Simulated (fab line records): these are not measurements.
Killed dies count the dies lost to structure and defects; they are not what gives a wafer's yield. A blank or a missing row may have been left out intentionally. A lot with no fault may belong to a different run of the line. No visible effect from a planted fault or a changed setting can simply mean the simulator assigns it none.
fab line records	flow sky130
record lots=5	wafers=23
route steps=708 shown VT_ADJUST_PCH@145 SONOS_TUNNEL@156 SONOS_ONO@170 GATE_OXIDE@192 LDD_P@257 LDD_LDN@299 SD_P@322 SD_N@346
start_h: hours from the record's first day to the start of the lot's first wafer shown	wait_h: hours from the lot's prior step to this one	" identical to the entry in the row above	L1.1+2: several wafers, shown together as one row	- no value present, or no start provided	* or withheld: withheld	< > ~ a bound
route shown NAME@n: a module of which the file shows steps, and the number in the route of the first	usual: mean and standard deviation over wafers with no fault	same: alike in all rows	chamber/n: place in a boat	sites: the reading at each site	_std_site: the standard deviation of these	_edge_site: inner sites' mean taken away from outer sites' mean	radius_mm: how far each site lies from the wafer's centre	mask NAME#n: copy n	behind: the tool/chamber that last shaped the wafer	hold: why the lot went on hold/how many hours it stayed there/how the hold came to an end	device: names the non-switching transistor (n, p or np)	end of line: the same wafers' tests at the end of the route	a step with no rows: only its recipe	killed: count of dies lost to structure and defects at first sort (not the wafer's yield)	map: the dies of a wafer, with x for killed, . for not killed, _ for no die there
set.NAME: the run value of the setting; set.NAME@STEP: its run value at that earlier step	model.NAME: the simulator's own value behind a step, which no gauge read
lots run with intentionally changed settings; tables by step, rows by wafer
## steps
# step SKY_VT_ADJUST_PCH_COAT_02
# recipe spin_rpm=2000	resist_thk_nm=3000
lot.wafer	tool	chamber	start_h	wait_h	set.resist_thk_nm	model.coat_of_VT_ADJUST_PCH_COAT_02.thk_nm
L074.1	litho_track-02	0	204.72	0.1	3000	2994
L074.3+4	"	0	"	"	2843	2840
L074.5	"	0	"	"	3000	2990
L074.6	"	0	"	"	2843	2834
L080.1	litho_track-02	0	253.32	0.1	3072	3075
L080.2	"	0	"	"	3000	3002
L080.3	"	0	"	"	3072	3066
L080.4	"	0	"	"	3000	3009
L080.5	"	0	"	"	3072	3060
L081.1	litho_track-03	0	263.05	0.1	3000	3007
L081.3	"	0	"	"	3000	3017
L081.6	"	0	"	"	3000	3020
L083.1	litho_track-03	0	281.95	0.1	3170	3170
L083.2	"	0	"	"	3000	3010
L083.3	"	0	"	"	3000	3009
L083.4	"	0	"	"	3170	3174
L083.6	"	0	"	"	3000	3001
L085.1	litho_track-01	0	295.02	0.1	3072	3074
L085.2	"	0	"	"	3072	3068
L085.3	"	0	"	"	3000	2986
L085.4	"	0	"	"	3072	3071
L085.5	"	0	"	"	3000	3001
# step SKY_VT_ADJUST_PCH_SOFTBAKE_03
# recipe temp_c=110	time_s=withheld
# step SKY_VT_ADJUST_PCH_EXPOSE_04
# recipe mask_id=NWM	na=0.6	source_shape=conventional	sigma_outer=0.6	polarization=unpolarized	target_cd_nm=840	dose_mj=255
# step SKY_VT_ADJUST_PCH_IMPLANT_08
# recipe species=B	energy_kev=10	dose_cm2=5e+11	tilt_deg=withheld
# step SKY_VT_ADJUST_PCH_STRIP_09
# recipe chemistry=O2/N2	power_w=1400	pressure_mtorr=1500	platen_temp_c=withheld	o2_flow_sccm=3000	n2_flow_sccm=300	overash_fraction=0.5
# usual strip_time_to_endpoint_s=36.95/0.085
lot.wafer	tool	chamber	start_h	wait_h	set.resist_thk_nm@VT_ADJUST_PCH_COAT_02	strip_time_to_endpoint_s
L074.1	plasma_asher-03	0	215.60	0.1	3000	36.86
L074.3	"	1	"	"	2843	35.09
L074.4	"	0	"	"	2843	35.09
L074.5	"	0	"	"	3000	36.78
L074.6	"	1	"	"	2843	35.02
L080.1	plasma_asher-01	0	265.75	0.1	3072	37.76
L080.2	"	1	"	"	3000	36.93
L080.3	"	1	"	"	3072	37.65
L080.4	"	0	"	"	3000	37.02
L080.5	"	0	"	"	3072	37.58
L081.1	plasma_asher-04	1	275.78	0.1	3000	37.00
L081.3	"	0	"	"	3000	37.09
L081.6	"	1	"	"	3000	37.16
L083.1	plasma_asher-01	1	295.43	0.1	3170	38.83
L083.2	"	0	"	"	3000	37.02
L083.3	"	0	"	"	3000	37.02
L083.4	"	1	"	"	3170	38.88
L083.6	"	0	"	"	3000	36.91
L085.1	plasma_asher-04	1	307.48	0.1	3072	37.75
L085.2	"	0	"	"	3072	37.68
L085.3	"	0	"	"	3000	36.77
L085.4	"	1	"	"	3072	37.71
L085.5	"	0	"	"	3000	36.92
# step SKY_SONOS_TUNNEL_COAT_02
# recipe resist=NOVOLAK	spin_rpm=3000	resist_thk_nm=1140
lot.wafer	tool	chamber	start_h	wait_h	set.spin_rpm	model.NOVOLAK_of_SONOS_TUNNEL_COAT_02.thk_nm
L074.1+5	litho_track-03	0	226.75	0.1	3000	1135
L074.3	"	0	"	"	2865	1166
L074.4	"	0	"	"	3000	1140
L074.6	"	0	"	"	2865	1165
L080.1+2	litho_track-03	0	277.70	0.1	3000	1137
L080.3	"	0	"	"	3000	1143
L080.4	"	0	"	"	3000	1140
L080.5	"	0	"	"	3000	1139
L081.1	litho_track-04	0	287.43	0.1	3000	1138
L081.3	"	0	"	"	3000	1143
L081.6	"	0	"	"	3000	1141
L083.1	litho_track-01	0	307.57	0.1	2916	1158
L083.2+6	"	0	"	"	3000	1143
L083.3	"	0	"	"	2916	1163
L083.4	"	0	"	"	3000	1146
L085.1+4	litho_track-01	0	321.32	0.1	3142	1122
L085.2	"	0	"	"	3000	1148
L085.3	"	0	"	"	3000	1146
L085.5	"	0	"	"	3142	1120
# step SKY_SONOS_TUNNEL_IMPLANT_09
# recipe species=B	energy_kev=20	dose_cm2=1e+12	tilt_deg=withheld
lot.wafer	tool	chamber	start_h	wait_h	set.dose_cm2
L074.1+3	implanter-03	0	238.59	0.0	1.044e+12
L074.4+5+6	"	0	"	"	1e+12
L080.1+3	implanter-03	0	290.65	0.0	1e+12
L080.2+4+5	"	0	"	"	1.041e+12
L081.1+3+6	implanter-03	0	301.09	0.0	1e+12
L083.1+6	implanter-02	0	322.08	0.0	9.679e+11
L083.2+3+4	"	0	"	"	1e+12
L085.1+2+5	implanter-02	0	334.54	0.0	1e+12
L085.3+4	"	0	"	"	9.51e+11
# step SKY_SONOS_TUNNEL_WET_ETCH_10
# recipe chemistry=dHF	target_depth_nm=14	target=SiO2	dilution=100:1	temp_c=25	time_s=280
# step SKY_SONOS_TUNNEL_STRIP_11
# recipe chemistry=SPM	time_s=600	temp_c=130
# step SKY_SONOS_TUNNEL_TW_MEAS_12
# usual SONOS_TUNNEL_TW=198.8/0.95
lot.wafer	tool	chamber	start_h	wait_h	set.dose_cm2@SONOS_TUNNEL_IMPLANT_09	SONOS_TUNNEL_TW
L074.1	film_metro-03	-	239.02	0.0	1.044e+12	200.4
L074.3	"	-	"	"	1.044e+12	200.7
L074.4	"	-	"	"	1e+12	198.3
L074.5	"	-	"	"	1e+12	196.9
L074.6	"	-	"	"	1e+12	197.7
L080.1	film_metro-03	-	291.06	0.0	1e+12	199.7
L080.2	"	-	"	"	1.041e+12	201.8
L080.3	"	-	"	"	1e+12	198.6
L080.4	"	-	"	"	1.041e+12	201.5
L080.5	"	-	"	"	1.041e+12	200.3
L081.1	film_metro-03	-	301.51	0.0	1e+12	198.6
L081.3	"	-	"	"	1e+12	198.8
L081.6	"	-	"	"	1e+12	199.8
L083.1	film_metro-02	-	322.67	0.0	9.679e+11	195.7
L083.2	"	-	"	"	1e+12	197.4
L083.3	"	-	"	"	1e+12	198.5
L083.4	"	-	"	"	1e+12	198.8
L083.6	"	-	"	"	9.679e+11	197.0
L085.1	film_metro-04	-	334.96	0.0	1e+12	200.3
L085.2	"	-	"	"	1e+12	199.3
L085.3	"	-	"	"	9.51e+11	196.2
L085.4	"	-	"	"	9.51e+11	196.0
L085.5	"	-	"	"	1e+12	198.8
# step SKY_SONOS_ONO_CVD_02
# recipe material=Si3N4	precursor=DCS/NH3	target_thk_nm=10.5	temp_c=770	time_s=180	pressure_mtorr=250
lot.wafer	tool	chamber	start_h	wait_h	set.pressure_mtorr	model.Si3N4_of_SONOS_ONO_CVD_02.thk_nm
L074.1	-	-	-	0.1	250	10.55
L074.3	"	-	"	"	250	10.36
L074.4	"	-	"	"	250	10.42
L074.5	"	-	"	"	250	10.41
L074.6	"	-	"	"	250	10.31
L080.1	-	-	-	0.5	220.9	10.07
L080.2	"	-	"	"	220.9	9.934
L080.3	"	-	"	"	220.9	9.955
L080.4	"	-	"	"	220.9	9.948
L080.5	"	-	"	"	220.9	9.87
L081.1	lpcvd-02	0	303.85	0.9	250	10.52
L081.3	"	0	"	"	250	10.58
L081.6	"	0	"	"	250	10.53
L083.1	-	-	-	0.3	222.5	9.887
L083.2	"	-	"	"	222.5	9.839
L083.3	"	-	"	"	222.5	9.759
L083.4	"	-	"	"	222.5	9.761
L083.6	"	-	"	"	222.5	9.752
L085.1	-	-	-	0.1	274.7	10.55
L085.2	"	-	"	"	274.7	10.4
L085.3	"	-	"	"	274.7	10.53
L085.4	"	-	"	"	274.7	10.36
L085.5	"	-	"	"	274.7	10.54
# step SKY_GATE_OXIDE_COAT_05
# recipe resist=NOVOLAK	spin_rpm=3000	resist_thk_nm=1140
lot.wafer	tool	chamber	start_h	wait_h	set.resist_thk_nm	model.NOVOLAK_of_GATE_OXIDE_COAT_05.thk_nm
L074.1	litho_track-02	0	280.97	0.1	1140	1137
L074.3	"	0	"	"	1140	1141
L074.4	"	0	"	"	1140	1140
L074.5	"	0	"	"	1108	1108
L074.6	"	0	"	"	1108	1110
L080.1+2	litho_track-02	0	337.92	0.1	1140	1141
L080.3	"	0	"	"	1140	1139
L080.4	"	0	"	"	1140	1140
L080.5	"	0	"	"	1140	1138
L081.1	litho_track-03	0	348.70	0.1	1140	1137
L081.3	"	0	"	"	1140	1139
L081.6	"	0	"	"	1140	1138
L083.1+2	litho_track-03	0	369.85	0.1	1199	1197
L083.3	"	0	"	"	1140	1141
L083.4	"	0	"	"	1140	1137
L083.6	"	0	"	"	1140	1135
L085.1+4	litho_track-02	0	383.42	0.1	1140	1143
L085.2	"	0	"	"	1089	1089
L085.3	"	0	"	"	1089	1092
L085.5	"	0	"	"	1089	1090
# step SKY_GATE_OXIDE_DEVELOP_09
# recipe resist=NOVOLAK	developer=TMAH	develop_time_s=60	dev_temp_c=23
lot.wafer	tool	chamber	start_h	wait_h	set.develop_time_s
L074.1+4	litho_track-02	0	294.47	0.1	55.32
L074.3+5+6	"	0	"	"	60
L080.1+2+3	litho_track-03	0	352.10	0.1	55.24
L080.4+5	"	0	"	"	60
L081.1+3+6	litho_track-03	0	361.85	0.1	60
L083.1+2+3	litho_track-03	0	383.40	0.1	60
L083.4+6	"	0	"	"	57.6
L085.1+3	litho_track-03	0	398.30	0.1	60
L085.2+4+5	"	0	"	"	65.61
# step SKY_GATE_OXIDE_IMPLANT_11
# recipe species=B	energy_kev=10.06	dose_cm2=2.6e+12	tilt_deg=withheld
# step SKY_GATE_OXIDE_WET_ETCH_12
# recipe chemistry=dHF	target_depth_nm=16.8	dry=n2_spin	target=SiO2	dilution=100:1	temp_c=25	time_s=336
# step SKY_GATE_OXIDE_STRIP_13
# recipe chemistry=O2/N2	power_w=1400	pressure_mtorr=1500	platen_temp_c=withheld	o2_flow_sccm=3000	n2_flow_sccm=300	overash_fraction=0.5
# usual strip_time_to_endpoint_s=14.17/0.031
lot.wafer	tool	chamber	start_h	wait_h	set.resist_thk_nm@GATE_OXIDE_COAT_05	strip_time_to_endpoint_s
L074.1	plasma_asher-02	1	294.90	0.0	1140	14.16
L074.3	"	0	"	"	1140	14.20
L074.4	"	1	"	"	1140	14.18
L074.5	"	1	"	"	1108	13.81
L074.6	"	0	"	"	1108	13.82
L080.1	plasma_asher-03	0	352.54	0.0	1140	14.18
L080.2	"	1	"	"	1140	14.18
L080.3	"	0	"	"	1140	14.15
L080.4	"	1	"	"	1140	14.18
L080.5	"	0	"	"	1140	14.15
L081.1	plasma_asher-02	1	362.29	0.0	1140	14.15
L081.3	"	0	"	"	1140	14.16
L081.6	"	0	"	"	1140	14.18
L083.1	plasma_asher-03	0	383.83	0.0	1199	14.80
L083.2	"	1	"	"	1199	14.80
L083.3	"	0	"	"	1140	14.17
L083.4	"	1	"	"	1140	14.13
L083.6	"	1	"	"	1140	14.12
L085.1	plasma_asher-02	1	398.85	0.0	1140	14.21
L085.2	"	0	"	"	1089	13.58
L085.3	"	1	"	"	1089	13.61
L085.4	"	0	"	"	1140	14.21
L085.5	"	0	"	"	1089	13.59
# step SKY_LDD_P_COAT_02
# recipe resist=NOVOLAK	spin_rpm=3000	resist_thk_nm=1140
lot.wafer	tool	chamber	start_h	wait_h	set.resist_thk_nm	model.NOVOLAK_of_LDD_P_COAT_02.thk_nm
L074.1+4+5	litho_track-04	0	402.03	0.1	1140	1140
L074.3	"	0	"	"	1140	1136
L074.6	"	0	"	"	1140	1139
L080.1	litho_track-02	0	464.32	0.1	1140	1139
L080.2	"	0	"	"	1118	1116
L080.3	"	0	"	"	1140	1138
L080.4	"	0	"	"	1140	1142
L080.5	"	0	"	"	1118	1117
L081.1	litho_track-03	0	475.50	0.1	1140	1139
L081.3	"	0	"	"	1140	1134
L081.6	"	0	"	"	1140	1137
L083.1	litho_track-02	0	499.12	0.1	1140	1142
L083.2	"	0	"	"	1161	1166
L083.3+4	"	0	"	"	1161	1163
L083.6	"	0	"	"	1140	1144
L085.1	litho_track-03	0	514.10	0.1	1140	1139
L085.2	"	0	"	"	1140	1135
L085.3	"	0	"	"	1140	1140
L085.4	"	0	"	"	1077	1073
L085.5	"	0	"	"	1077	1077
# step SKY_LDD_P_SOFTBAKE_03
# recipe temp_c=90	time_s=60	resist=NOVOLAK
# step SKY_LDD_P_EXPOSE_04
# recipe mask_id=PSDM	na=0.6	source_shape=conventional	sigma_outer=0.6	polarization=unpolarized	target_cd_nm=380	dose_mj=138
# step SKY_LDD_P_IMPLANT_09
# recipe species=BF2	energy_kev=25	dose_cm2=1e+13	tilt_deg=withheld
# step SKY_LDD_P_STRIP_10
# recipe chemistry=O2/N2	power_w=1400	pressure_mtorr=1500	platen_temp_c=withheld	o2_flow_sccm=3000	n2_flow_sccm=300	overash_fraction=0.5
# usual strip_time_to_endpoint_s=14.16/0.032
lot.wafer	tool	chamber	start_h	wait_h	set.resist_thk_nm@LDD_P_COAT_02	strip_time_to_endpoint_s
L074.1	plasma_asher-01	1	417.02	0.1	1140	14.19
L074.3	"	1	"	"	1140	14.15
L074.4	"	0	"	"	1140	14.18
L074.5	"	1	"	"	1140	14.16
L074.6	"	0	"	"	1140	14.16
L080.1	plasma_asher-01	1	480.15	0.1	1140	14.16
L080.2	"	0	"	"	1118	13.91
L080.3	"	0	"	"	1140	14.14
L080.4	"	1	"	"	1140	14.20
L080.5	"	1	"	"	1118	13.91
L081.1	plasma_asher-03	0	491.57	0.1	1140	14.17
L081.3	"	1	"	"	1140	14.09
L081.6	"	0	"	"	1140	14.16
L083.1	plasma_asher-03	0	514.79	0.1	1140	14.18
L083.2	"	1	"	"	1161	14.44
L083.3	"	0	"	"	1161	14.42
L083.4	"	1	"	"	1161	14.43
L083.6	"	1	"	"	1140	14.22
L085.1	plasma_asher-02	1	529.52	0.1	1140	14.17
L085.2	"	0	"	"	1140	14.10
L085.3	"	0	"	"	1140	14.18
L085.4	"	1	"	"	1077	13.39
L085.5	"	0	"	"	1077	13.43
# step SKY_LDD_LDN_IMPLANT_10
# recipe species=As	energy_kev=15	dose_cm2=1.25e+13	tilt_deg=withheld	rotation_deg=203
lot.wafer	tool	chamber	start_h	wait_h	set.energy_kev	model.implant.rp_nm	model.implant.drp_nm
L074.1+4+6	implanter-03	0	507.80	0.1	15	13.35	5.933
L074.3+5	"	0	"	"	15.72	13.8	6.122
L080.1+4+5	implanter-03	0	571.45	0.1	15.47	13.39	6.057
L080.2+3	"	0	"	"	15	13.1	5.933
L081.1+3+6	implanter-01	0	581.00	0.1	15	12.83	5.933
L083.1+2+6	implanter-03	0	604.30	0.1	15.74	12.95	6.128
L083.3+4	"	0	"	"	15	12.52	5.933
L085.1+2+3	implanter-04	0	618.95	0.1	15	13.29	5.933
L085.4+5	"	0	"	"	15.53	13.61	6.073
# step SKY_SD_P_COAT_02
# recipe resist=NOVOLAK	spin_rpm=3000	resist_thk_nm=1140
lot.wafer	tool	chamber	start_h	wait_h	set.resist_thk_nm	model.NOVOLAK_of_SD_P_COAT_02.thk_nm
L074.1	litho_track-02	0	554.37	0.1	1140	1141
L074.3	"	0	"	"	1140	1144
L074.4	"	0	"	"	1140	1142
L074.5	"	0	"	"	1140	1143
L074.6	"	0	"	"	1140	1145
L080.1	litho_track-02	0	617.67	0.1	1140	1142
L080.2	"	0	"	"	1120	1119
L080.3	"	0	"	"	1140	1138
L080.4	"	0	"	"	1140	1141
L080.5	"	0	"	"	1120	1121
L081.1	litho_track-01	0	625.42	0.1	1140	1146
L081.3	"	0	"	"	1140	1143
L081.6	"	0	"	"	1140	1142
L083.1+6	litho_track-03	0	649.49	0.1	1167	1174
L083.2	"	0	"	"	1140	1146
L083.3	"	0	"	"	1140	1148
L083.4	"	0	"	"	1140	1144
L085.1+5	litho_track-03	0	664.64	0.1	1140	1138
L085.2	"	0	"	"	1169	1167
L085.3	"	0	"	"	1169	1163
L085.4	"	0	"	"	1169	1168
# step SKY_SD_P_IMPLANT_09
# recipe species=BF2	energy_kev=20	dose_cm2=3e+15	tilt_deg=0
lot.wafer	tool	chamber	start_h	wait_h	set.energy_kev	model.implant.drp_nm
L074.1+3+4+5+6	implanter-02	0	569.42	0.0	20	9.746
L080.1+3	implanter-02	0	632.57	0.0	20	9.746
L080.2+4+5	"	0	"	"	20.88	10.05
L081.1+3+6	implanter-02	0	640.39	0.0	20	9.746
L083.1+2	implanter-01	0	664.27	0.0	20	9.746
L083.3+4+6	"	0	"	"	19.12	9.443
L085.1+4+5	implanter-01	0	679.95	0.0	19.63	9.619
L085.2+3	"	0	"	"	20	9.746
# step SKY_SD_P_STRIP_10
# recipe chemistry=O2/N2	power_w=1400	pressure_mtorr=1500	platen_temp_c=withheld	o2_flow_sccm=3000	n2_flow_sccm=300	overash_fraction=0.5
# usual strip_time_to_endpoint_s=17.50/0.043
lot.wafer	tool	chamber	start_h	wait_h	set.resist_thk_nm@SD_P_COAT_02	set.energy_kev@SD_P_IMPLANT_09	strip_time_to_endpoint_s
L074.1	plasma_asher-04	1	569.57	0.1	1140	20	17.51
L074.3	"	0	"	"	1140	20	17.54
L074.4	"	1	"	"	1140	20	17.51
L074.5	"	0	"	"	1140	20	17.53
L074.6	"	1	"	"	1140	20	17.55
L080.1	plasma_asher-02	1	632.72	0.1	1140	20	17.51
L080.2	"	0	"	"	1120	20.88	17.38
L080.3	"	0	"	"	1140	20	17.48
L080.4	"	1	"	"	1140	20.88	17.64
L080.5	"	0	"	"	1120	20.88	17.41
L081.1	plasma_asher-02	1	640.54	0.1	1140	20	17.56
L081.3	"	1	"	"	1140	20	17.53
L081.6	"	0	"	"	1140	20	17.52
L083.1	plasma_asher-04	0	664.42	0.1	1167	20	17.85
L083.2	"	1	"	"	1140	20	17.57
L083.3	"	1	"	"	1140	19.12	17.41
L083.4	"	0	"	"	1140	19.12	17.41
L083.6	"	0	"	"	1167	19.12	17.72
L085.1	plasma_asher-04	1	680.10	0.1	1140	19.63	17.40
L085.2	"	0	"	"	1169	20	17.78
L085.3	"	1	"	"	1169	20	17.72
L085.4	"	0	"	"	1169	19.63	17.73
L085.5	"	1	"	"	1140	19.63	17.42
# step SKY_SD_P_TW_MEAS_11
# usual SD_P_TW=2848/13
lot.wafer	tool	chamber	start_h	wait_h	set.energy_kev@SD_P_IMPLANT_09	SD_P_TW
L074.1	film_metro-01	-	569.67	0.1	20	2853
L074.3	"	-	"	"	20	2856
L074.4	"	-	"	"	20	2859
L074.5	"	-	"	"	20	2857
L074.6	"	-	"	"	20	2864
L080.1	film_metro-03	-	632.82	0.1	20	2832
L080.2	"	-	"	"	20.88	2869
L080.3	"	-	"	"	20	2845
L080.4	"	-	"	"	20.88	2865
L080.5	"	-	"	"	20.88	2873
L081.1	film_metro-01	-	640.64	0.1	20	2873
L081.3	"	-	"	"	20	2857
L081.6	"	-	"	"	20	2854
L083.1	film_metro-03	-	664.52	0.1	20	2811
L083.2	"	-	"	"	20	2828
L083.3	"	-	"	"	19.12	2798
L083.4	"	-	"	"	19.12	2796
L083.6	"	-	"	"	19.12	2793
L085.1	film_metro-01	-	680.20	0.1	19.63	2848
L085.2	"	-	"	"	20	2855
L085.3	"	-	"	"	20	2852
L085.4	"	-	"	"	19.63	2845
L085.5	"	-	"	"	19.63	2847
# step SKY_SD_N_EXPOSE_04
# recipe mask_id=NSDM	na=0.6	source_shape=conventional	sigma_outer=0.6	polarization=unpolarized	target_cd_nm=380	dose_mj=141
lot.wafer	tool	chamber	start_h	wait_h	mask	set.dose_mj
L074.1+5+6	iline_stepper-02	0	-	-	NSDM#0	134
L074.3+4	"	0	"	"	NSDM#0	141
L080.1+4	iline_stepper-01	0	-	-	NSDM#0	141
L080.2+3+5	"	0	"	"	NSDM#0	148.4
L081.1+3+6	iline_stepper-02	0	-	-	NSDM#0	141
L083.1+2+3	iline_stepper-01	0	-	-	NSDM#0	146.9
L083.4+6	"	0	"	"	NSDM#0	141
L085.1+4	iline_stepper-02	0	-	-	NSDM#0	133.4
L085.2+3+5	"	0	"	"	NSDM#0	141
# step SKY_SD_N_PEB_05
# recipe temp_c=withheld	time_s=*	resist=NOVOLAK
# step SKY_SD_N_DEVELOP_06
# recipe resist=NOVOLAK	developer=TMAH	develop_time_s=60	dev_temp_c=23
# step SKY_SD_N_CD_MEAS_07
# recipe target_cd_nm=380
# usual cd_nm=379.8/2.3
lot.wafer	tool	chamber	start_h	wait_h	set.dose_mj@SD_N_EXPOSE_04	cd_nm
L074.1	cd_sem-02	-	628.42	0.1	134	362.1
L074.3	"	-	"	"	141	379.8
L074.4	"	-	"	"	141	379.7
L074.5	"	-	"	"	134	362.1
L074.6	"	-	"	"	134	361.9
L080.1	cd_sem-02	-	691.13	0.1	141	377.9
L080.2	"	-	"	"	148.4	391.5
L080.3	"	-	"	"	148.4	394.5
L080.4	"	-	"	"	141	376.6
L080.5	"	-	"	"	148.4	390.3
L081.1	cd_sem-02	-	699.03	0.1	141	379.3
L081.3	"	-	"	"	141	382.0
L081.6	"	-	"	"	141	383.4
L083.1	cd_sem-02	-	721.86	0.2	146.9	389.5
L083.2	"	-	"	"	146.9	389.5
L083.3	"	-	"	"	146.9	390.0
L083.4	"	-	"	"	141	377.2
L083.6	"	-	"	"	141	377.1
L085.1	cd_sem-02	-	737.03	0.1	133.4	364.5
L085.2	"	-	"	"	141	380.9
L085.3	"	-	"	"	141	381.0
L085.4	"	-	"	"	133.4	364.9
L085.5	"	-	"	"	141	381.6
## key
split step=SKY_VT_ADJUST_PCH_COAT_02	setting=resist_thk_nm	stated=3000	by=wafer
response step=SKY_VT_ADJUST_PCH_COAT_02	reading=model.coat_of_VT_ADJUST_PCH_COAT_02.thk_nm	change=+29.3	per=1%	r=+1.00
response step=SKY_VT_ADJUST_PCH_STRIP_09	reading=strip_time_to_endpoint_s	change=*	per=1%	r=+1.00
split step=SKY_SONOS_TUNNEL_COAT_02	setting=spin_rpm	stated=3000	by=wafer
response step=SKY_SONOS_TUNNEL_COAT_02	reading=model.NOVOLAK_of_SONOS_TUNNEL_COAT_02.thk_nm	change=-5.88	per=1%	r=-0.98
split step=SKY_SONOS_TUNNEL_IMPLANT_09	setting=dose_cm2	stated=1e+12	by=wafer
response step=SKY_SONOS_TUNNEL_TW_MEAS_12	reading=SONOS_TUNNEL_TW	change=+0.619	per=1%	r=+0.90
split step=SKY_SONOS_ONO_CVD_02	setting=pressure_mtorr	stated=250	by=lot
response step=SKY_SONOS_ONO_CVD_02	reading=model.Si3N4_of_SONOS_ONO_CVD_02.thk_nm	change=+0.0318	per=1%	r=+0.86
split step=SKY_GATE_OXIDE_COAT_05	setting=resist_thk_nm	stated=1140	by=wafer
response step=SKY_GATE_OXIDE_COAT_05	reading=model.NOVOLAK_of_GATE_OXIDE_COAT_05.thk_nm	change=+11.5	per=1%	r=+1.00
response step=SKY_GATE_OXIDE_STRIP_13	reading=strip_time_to_endpoint_s	change=*	per=1%	r=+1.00
split step=SKY_GATE_OXIDE_DEVELOP_09	setting=develop_time_s	stated=60	by=wafer
response none clear
split step=SKY_LDD_P_COAT_02	setting=resist_thk_nm	stated=1140	by=wafer
response step=SKY_LDD_P_COAT_02	reading=model.NOVOLAK_of_LDD_P_COAT_02.thk_nm	change=+11.4	per=1%	r=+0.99
response step=SKY_LDD_P_STRIP_10	reading=strip_time_to_endpoint_s	change=*	per=1%	r=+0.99
split step=SKY_LDD_LDN_IMPLANT_10	setting=energy_kev	stated=15	by=wafer
response step=SKY_LDD_LDN_IMPLANT_10	reading=model.implant.rp_nm	change=+0.0911	per=1%	r=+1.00
response step=SKY_LDD_LDN_IMPLANT_10	reading=model.implant.drp_nm	change=+0.0394	per=1%	r=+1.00
split step=SKY_SD_P_COAT_02	setting=resist_thk_nm	stated=1140	by=wafer
response step=SKY_SD_P_COAT_02	reading=model.NOVOLAK_of_SD_P_COAT_02.thk_nm	change=+11.5	per=1%	r=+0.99
response step=SKY_SD_P_STRIP_10	reading=strip_time_to_endpoint_s	change=*	per=1%	r=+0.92
split step=SKY_SD_P_IMPLANT_09	setting=energy_kev	stated=20	by=wafer
response step=SKY_SD_P_IMPLANT_09	reading=model.implant.drp_nm	change=+0.0685	per=1%	r=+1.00
response step=SKY_SD_P_TW_MEAS_11	reading=SD_P_TW	change=+5.93	per=1%	r=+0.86
response step=SKY_SD_P_STRIP_10	reading=strip_time_to_endpoint_s	slope=*	per=1%	together_with=resist_thk_nm@SD_P_COAT_02	explained=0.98
split step=SKY_SD_N_EXPOSE_04	setting=dose_mj	stated=141	by=wafer
response step=SKY_SD_N_CD_MEAS_07	reading=cd_nm	change=+3.11	per=1%	r=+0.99
